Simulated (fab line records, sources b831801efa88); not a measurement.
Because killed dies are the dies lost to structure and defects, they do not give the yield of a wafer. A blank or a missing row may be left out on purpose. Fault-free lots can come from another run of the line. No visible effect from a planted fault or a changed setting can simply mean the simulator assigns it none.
fab line records | flow sky130
record lots=14 | wafers=42 | last-day=50
route steps=708 shown CONTACT@406 METAL1@435 VIA3@587
lots that met no fault: taken from a fault-free run of the same line
start-h: hours from the record's first day to the start of the lot's first wafer shown | wait-h: hours since the lot's step before | " same as the row above | L1.1+2: several wafers, shown together as one row | - either no value or no given start | * or withheld: withheld | < > ~ a bound
route shown NAME@n: a module of which the file shows steps, and the number in the route of the first | usual: the fault-free wafers' mean and standard deviation | same: alike in all rows | chamber/n: place in a boat | sites: the reading at each site | _std_site: the standard deviation of these | _edge_site: the outer-site mean with the inner-site mean subtracted | radius-mm: for every site, how far away it sits from the centre of the wafer | mask NAME#n: copy n | behind: the most recent tool/chamber to have shaped the wafer | hold: what put the lot on hold/how long, in hours/how the hold closed | device: transistor that didn't switch, given as n, p or np | end of line: the tests these same wafers got at the end of their route | step lacking rows: just its recipe | killed: at the first sort, the dies lost to defects and structure; wafer yield is something else | map: the dies of a wafer, with x for killed, . for not killed, _ for no die there
set.NAME: the setting as run; set.NAME@STEP: as run at that earlier step | model.NAME: the simulator's own value behind a step, which no gauge read
the route's steps for a sample of lots (tables are steps, rows are wafers)
services: the hour from which a tool's chamber was out of use, counted from the record's first day as start-h (under 0 if before that day), plus the number of hours and why
## steps
# step SKY_CONTACT_CVD_00
# recipe material=Si3N4 | target-thk-nm=75 | temp-c=400 | time-s=withheld | rf-w=450
# usual heater-power-w=737/76
lot.wafer | tool     | chamber | start-h | wait-h | heater-power-w
L806.1    | pecvd-04 | 0       | 712.53  | 0.0    | 759
L806.4    | "        | 1       | "       | "      | 791
L806.5    | "        | 0       | "       | "      | 782
L807.1    | pecvd-02 | 0       | 742.22  | 0.0    | 606
L807.4    | "        | 1       | "       | "      | 711
L807.6    | "        | 0       | "       | "      | 607
L813.1    | pecvd-04 | 1       | 776.86  | 0.0    | 884
L813.4    | "        | 0       | "       | "      | 789
L813.5    | "        | 2       | "       | "      | 753
L814.4    | pecvd-03 | 1       | 780.89  | 0.0    | 758
L814.5    | "        | 2       | "       | "      | 667
L814.6    | "        | 0       | "       | "      | 678
L816.2    | pecvd-03 | 1       | 797.39  | 0.0    | 713
L816.3    | "        | 2       | "       | "      | 741
L816.5    | "        | 1       | "       | "      | 693
L817.2    | pecvd-02 | 0       | 798.64  | 0.0    | 626
L817.3    | "        | 2       | "       | "      | 692
L817.4    | "        | 2       | "       | "      | 718
L818.2    | pecvd-03 | 0       | 806.34  | 0.0    | 785
L818.4    | "        | 0       | "       | "      | 783
L818.5    | "        | 1       | "       | "      | 718
L820.1    | pecvd-04 | 1       | 809.61  | 0.0    | 815
L820.3    | "        | 0       | "       | "      | 791
L820.5    | "        | 2       | "       | "      | 774
L821.3    | pecvd-03 | 2       | 814.32  | 0.0    | 795
L821.4    | "        | 2       | "       | "      | 803
L821.6    | "        | 0       | "       | "      | 752
L822.1    | pecvd-02 | 1       | 815.34  | 0.0    | 763
L822.5    | "        | 1       | "       | "      | 762
L822.6    | "        | 2       | "       | "      | 687
L824.2    | pecvd-03 | 2       | 850.83  | 0.0    | 649
L824.3    | "        | 0       | "       | "      | 825
L824.6    | "        | 1       | "       | "      | 748
L827.3    | pecvd-04 | 1       | 864.25  | 0.0    | 885
L827.5    | "        | 0       | "       | "      | 740
L827.6    | "        | 1       | "       | "      | 882
L826.2    | pecvd-03 | 2       | 864.43  | 0.0    | 731
L826.4    | "        | 2       | "       | "      | 749
L826.6    | "        | 1       | "       | "      | 735
L828.1    | pecvd-02 | 2       | 866.95  | 0.0    | 734
L828.3    | "        | 1       | "       | "      | 836
L828.5    | "        | 2       | "       | "      | 736
# step SKY_CONTACT_THK_MEAS_01
# recipe reads=Si3N4_of_CONTACT_CVD_00
# usual CONTACT_CVD_00_THK=75.0/0.92
lot.wafer | tool          | chamber | start-h | wait-h | CONTACT_CVD_00_THK[nm]
L806.1    | film-metro-04 | -       | 712.58  | -      | 73.0
L806.4    | "             | -       | "       | "      | 75.6
L806.5    | "             | -       | "       | "      | 73.9
L807.1    | film-metro-02 | -       | 742.26  | -      | 75.2
L807.4    | "             | -       | "       | "      | 74.6
L807.6    | "             | -       | "       | "      | 75.7
L813.1    | film-metro-02 | -       | 776.90  | -      | 74.1
L813.4    | "             | -       | "       | "      | 74.0
L813.5    | "             | -       | "       | "      | 75.7
L814.4    | film-metro-02 | -       | 780.94  | -      | 76.3
L814.5    | "             | -       | "       | "      | 75.5
L814.6    | "             | -       | "       | "      | 75.4
L816.2    | film-metro-02 | -       | 797.43  | -      | 74.2
L816.3    | "             | -       | "       | "      | 74.4
L816.5    | "             | -       | "       | "      | 75.6
L817.2    | film-metro-04 | -       | 798.68  | -      | 75.2
L817.3    | "             | -       | "       | "      | 74.5
L817.4    | "             | -       | "       | "      | 74.5
L818.2    | film-metro-01 | -       | 806.39  | -      | 73.5
L818.4    | "             | -       | "       | "      | 74.5
L818.5    | "             | -       | "       | "      | 75.4
L820.1    | film-metro-01 | -       | 809.66  | -      | 75.6
L820.3    | "             | -       | "       | "      | 73.5
L820.5    | "             | -       | "       | "      | 76.6
L821.3    | film-metro-02 | -       | 814.37  | -      | 74.7
L821.4    | "             | -       | "       | "      | 75.5
L821.6    | "             | -       | "       | "      | 75.1
L822.1    | film-metro-02 | -       | 815.37  | -      | 74.3
L822.5    | "             | -       | "       | "      | 75.0
L822.6    | "             | -       | "       | "      | 75.3
L824.2    | film-metro-02 | -       | 850.88  | -      | 75.2
L824.3    | "             | -       | "       | "      | 73.9
L824.6    | "             | -       | "       | "      | 76.0
L827.3    | film-metro-04 | -       | 864.30  | -      | 74.9
L827.5    | "             | -       | "       | "      | 73.4
L827.6    | "             | -       | "       | "      | 75.7
L826.2    | film-metro-02 | -       | 864.47  | -      | 74.5
L826.4    | "             | -       | "       | "      | 75.7
L826.6    | "             | -       | "       | "      | 75.7
L828.1    | film-metro-01 | -       | 866.99  | -      | 74.4
L828.3    | "             | -       | "       | "      | 74.6
L828.5    | "             | -       | "       | "      | 75.2
# step SKY_METAL1_SPUTTER_01
# recipe material=TiN | target-thk-nm=20 | power-w=6500 | time-s=16.7 | chamber-pressure-pa=0.4
# usual throttle-valve-pct=30.0/0.76
lot.wafer | tool           | chamber | start-h | wait-h | throttle-valve-pct
L806.1    | pvd-sputter-04 | -       | 741.53  | 0.0    | 30.3
L806.4    | "              | -       | "       | "      | 30.0
L806.5    | "              | -       | "       | "      | 29.4
L807.1    | pvd-sputter-02 | -       | 769.56  | 0.0    | 28.3
L807.4    | "              | -       | "       | "      | 31.5
L807.6    | "              | -       | "       | "      | 30.1
L813.1    | pvd-sputter-02 | -       | 803.78  | 0.0    | 29.7
L813.4    | "              | -       | "       | "      | 31.5
L813.5    | "              | -       | "       | "      | 29.8
L814.4    | pvd-sputter-02 | -       | 809.29  | 0.0    | 30.0
L814.5    | "              | -       | "       | "      | 29.2
L814.6    | "              | -       | "       | "      | 30.1
L816.2    | pvd-sputter-04 | -       | 825.77  | 0.0    | 29.7
L816.3    | "              | -       | "       | "      | 29.3
L816.5    | "              | -       | "       | "      | 29.9
L817.2    | pvd-sputter-02 | -       | 826.88  | 0.0    | 31.3
L817.3    | "              | -       | "       | "      | 29.8
L817.4    | "              | -       | "       | "      | 28.3
L818.2    | pvd-sputter-01 | -       | 835.22  | 0.0    | 30.7
L818.4    | "              | -       | "       | "      | 30.3
L818.5    | "              | -       | "       | "      | 29.7
L820.1    | pvd-sputter-01 | -       | 837.67  | 0.0    | 30.0
L820.3    | "              | -       | "       | "      | 30.1
L820.5    | "              | -       | "       | "      | 29.8
L821.3    | pvd-sputter-01 | -       | 842.48  | 0.0    | 30.2
L821.4    | "              | -       | "       | "      | 31.0
L821.6    | "              | -       | "       | "      | 29.9
L822.1    | pvd-sputter-01 | -       | 843.32  | 0.0    | 29.9
L822.5    | "              | -       | "       | "      | 30.8
L822.6    | "              | -       | "       | "      | 29.8
L824.2    | pvd-sputter-02 | -       | 879.15  | 0.0    | 28.4
L824.3    | "              | -       | "       | "      | 30.1
L824.6    | "              | -       | "       | "      | 30.0
L826.2    | pvd-sputter-02 | -       | 893.25  | 0.0    | 28.7
L826.4    | "              | -       | "       | "      | 29.2
L826.6    | "              | -       | "       | "      | 31.4
L827.3    | pvd-sputter-04 | -       | 893.55  | 0.0    | 30.1
L827.5    | "              | -       | "       | "      | 29.6
L827.6    | "              | -       | "       | "      | 30.2
L828.1    | pvd-sputter-04 | -       | 895.37  | 0.0    | 29.9
L828.3    | "              | -       | "       | "      | 29.4
L828.5    | "              | -       | "       | "      | 29.5
# step SKY_VIA3_ETCH_14
# recipe chemistry=N2/H2 | target=BARC | ion-energy-ev=200 | source-w=500 | bias-w=100 | pressure-mtorr=30 | n2-flow-sccm=100 | h2-flow-sccm=200 | stop-on=SiO2 | time-s=45.9 | target-depth-a=600
# usual drypump-motor-current-A=5.8/0.43 | oes-product-au=0.855/0.0045 | run-length-s=74.2/0.44 | throttle-valve-pct=13.224/0.0089
lot.wafer | tool        | chamber | start-h | wait-h | drypump-motor-current-A | oes-product-au | rf-hours-counter-h | run-length-s | throttle-valve-pct
L806.1    | rie-diel-03 | 1       | 927.41  | 0.0    | 6.3                     | 0.857          | 12                 | 74.0         | 13.230
L806.4    | "           | 3       | "       | "      | 5.9                     | 0.853          | 22                 | 73.9         | 13.233
L806.5    | "           | 1       | "       | "      | 6.3                     | 0.847          | -                  | 74.0         | 13.229
L807.1    | rie-diel-04 | 0       | 951.28  | 0.0    | 5.5                     | 0.858          | 14                 | 74.8         | 13.215
L807.4    | "           | 3       | "       | "      | 5.5                     | 0.855          | 10                 | 74.2         | 13.235
L807.6    | "           | 2       | "       | "      | 6.3                     | 0.857          | -                  | 74.7         | 13.241
L813.1    | rie-diel-04 | 3       | 985.36  | 0.0    | 5.5                     | 0.850          | 11                 | 73.7         | 13.214
L813.4    | "           | 1       | "       | "      | 5.3                     | 0.849          | 16                 | 74.4         | 13.216
L813.5    | "           | 3       | "       | "      | 5.5                     | 0.854          | -                  | 74.0         | 13.218
L814.4    | rie-diel-01 | 1       | 993.98  | 0.0    | 6.0                     | 0.853          | 8                  | 74.2         | 13.225
L814.5    | "           | 2       | "       | "      | 5.9                     | 0.958          | -                  | 68.3         | 13.241
L814.6    | "           | 3       | "       | "      | 5.1                     | 0.951          | -                  | 68.7         | 13.226
L816.2    | rie-diel-01 | 0       | 1003.91 | 0.0    | 6.6                     | 0.863          | 4                  | 73.9         | 13.234
L816.3    | "           | 2       | "       | "      | 5.9                     | 0.859          | 15                 | 74.0         | 13.221
L816.5    | "           | 2       | "       | "      | 5.9                     | 0.962          | -                  | 68.3         | 13.241
L817.2    | rie-diel-04 | 3       | 1003.98 | 0.0    | 5.5                     | 0.851          | 12                 | 73.6         | 13.219
L817.3    | "           | 2       | "       | "      | 6.3                     | 0.857          | 21                 | 74.6         | 13.227
L817.4    | "           | 0       | "       | "      | 5.5                     | 0.848          | 16                 | 74.5         | 13.213
L818.2    | rie-diel-03 | 0       | 1013.36 | 0.0    | 5.7                     | 0.853          | 16                 | 74.2         | 13.235
L818.4    | "           | 3       | "       | "      | 5.9                     | 0.857          | -                  | 73.4         | 13.219
L818.5    | "           | 2       | "       | "      | 6.1                     | 0.850          | -                  | 73.7         | 13.224
L820.1    | rie-diel-03 | 0       | 1019.93 | 0.0    | 5.7                     | 0.853          | 16                 | 73.9         | 13.235
L820.3    | "           | 3       | "       | "      | 5.9                     | 0.849          | 26                 | 73.9         | 13.226
L820.5    | "           | 0       | "       | "      | 5.7                     | 0.848          | -                  | 74.3         | 13.237
L821.3    | rie-diel-03 | 2       | 1023.71 | 0.0    | 6.0                     | 0.848          | 25                 | 74.2         | 13.229
L821.4    | "           | 3       | "       | "      | 5.9                     | 0.860          | 26                 | 73.6         | 13.217
L821.6    | "           | 1       | "       | "      | 6.3                     | 0.849          | -                  | 73.8         | 13.244
L822.1    | rie-diel-04 | 0       | 1024.06 | 0.0    | 5.5                     | 0.861          | 16                 | 74.8         | 13.244
L822.5    | "           | 0       | "       | "      | 5.5                     | 0.858          | -                  | 74.9         | 13.234
L822.6    | "           | 2       | "       | "      | 6.3                     | 0.865          | -                  | 74.7         | 13.220
L824.2    | rie-diel-04 | 0       | 1051.23 | 0.0    | 5.5                     | 0.854          | 17                 | 74.7         | 13.245
L824.3    | "           | 1       | "       | "      | 5.3                     | 0.857          | 18                 | 74.9         | 13.216
L824.6    | "           | 0       | "       | "      | 5.5                     | 0.859          | -                  | 75.0         | 13.226
L826.2    | rie-diel-03 | 3       | 1066.33 | 0.0    | 5.9                     | 0.862          | 27                 | 73.4         | 13.223
L826.4    | "           | 1       | "       | "      | 6.3                     | 0.861          | 16                 | 74.3         | 13.217
L826.6    | "           | 1       | "       | "      | 6.3                     | 0.856          | -                  | 73.9         | 13.210
L827.3    | rie-diel-01 | 3       | 1067.91 | 0.0    | 5.1                     | 0.853          | 6                  | 74.4         | 13.219
L827.5    | "           | 1       | "       | "      | 6.0                     | 0.867          | -                  | 74.9         | 13.226
L827.6    | "           | 0       | "       | "      | 6.6                     | 0.856          | -                  | 74.0         | 13.216
L828.1    | rie-diel-01 | 1       | 1069.26 | 0.0    | 6.0                     | 0.855          | 10                 | 74.9         | 13.216
L828.3    | "           | 2       | "       | "      | 5.9                     | 0.856          | 17                 | 73.3         | 13.210
L828.5    | "           | 3       | "       | "      | 5.1                     | 0.845          | -                  | 74.3         | 13.218
## services
tool           | chamber | start-h | hours | kind
rie-diel-01    | 3       | 689.05  | 5.8   | repair
rie-diel-03    | 0       | 694.69  | 17.0  | repair
pecvd-02       | 2       | 696.63  | 2.4   | repair
rie-diel-03    | 0       | 712.53  | 45.7  | repair
rie-diel-03    | 3       | 717.16  | 5.0   | repair
pecvd-03       | 0       | 745.01  | 10.3  | repair
rie-diel-04    | 1       | 778.27  | 6.8   | repair
rie-diel-04    | -       | 805.60  | 0.1   | repair
rie-diel-04    | -       | 817.58  | 1.0   | repair
pvd-sputter-02 | -       | 832.97  | 3.7   | repair
pvd-sputter-02 | -       | 861.77  | 9.4   | repair
rie-diel-03    | -       | 883.92  | 0.4   | repair
pecvd-03       | 0       | 893.82  | 5.3   | repair
pvd-sputter-02 | -       | 937.08  | 8.5   | repair
rie-diel-03    | 2       | 938.44  | 2.9   | repair
pvd-sputter-02 | -       | 971.56  | 2.9   | repair
rie-diel-03    | 0       | 974.98  | 3.8   | repair
rie-diel-03    | 1       | 980.61  | 33.0  | repair
rie-diel-03    | 2       | 989.35  | 9.6   | repair
rie-diel-04    | 1       | 991.38  | 3.7   | repair
pecvd-03       | -       | 1019.98 | 0.8   | repair
rie-diel-04    | 1       | 1020.80 | 5.2   | repair
rie-diel-04    | 3       | 1023.52 | 9.2   | repair
rie-diel-04    | -       | 1043.00 | 2.8   | pm
## key
first-sign step=SKY_VIA3_ETCH_14 | reading=oes-product-au | direction=up | sigmas=23 | usual=0.855 | struck=0.957
effect step=SKY_VIA3_ETCH_14 | reading=run-length-s | direction=down | sigmas=13 | usual=* | struck=*
met-at SKY_VIA3_ETCH_14
struck-lots L814,L816
struck-wafers L814.5,L814.6,L816.5
sort-left-out L814.5,L814.6,L816.5
not-acting-at SKY_CONTACT_CVD_00,SKY_CONTACT_THK_MEAS_01,SKY_METAL1_SPUTTER_01
fault kind=process-parameter-drift | tool=rie-diel-01 | chamber=- | onset-h=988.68 | steps=SKY_VIA3_ETCH_14 | channel=time-s | offset=* | shape=step | end-h=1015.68 | scope=struck-wafers-only | acts-in=* | stated=*
# sort-left-out: the simulated sort isn't trusted on such a fault, so these wafers' sort isn't shown, and their yield isn't known
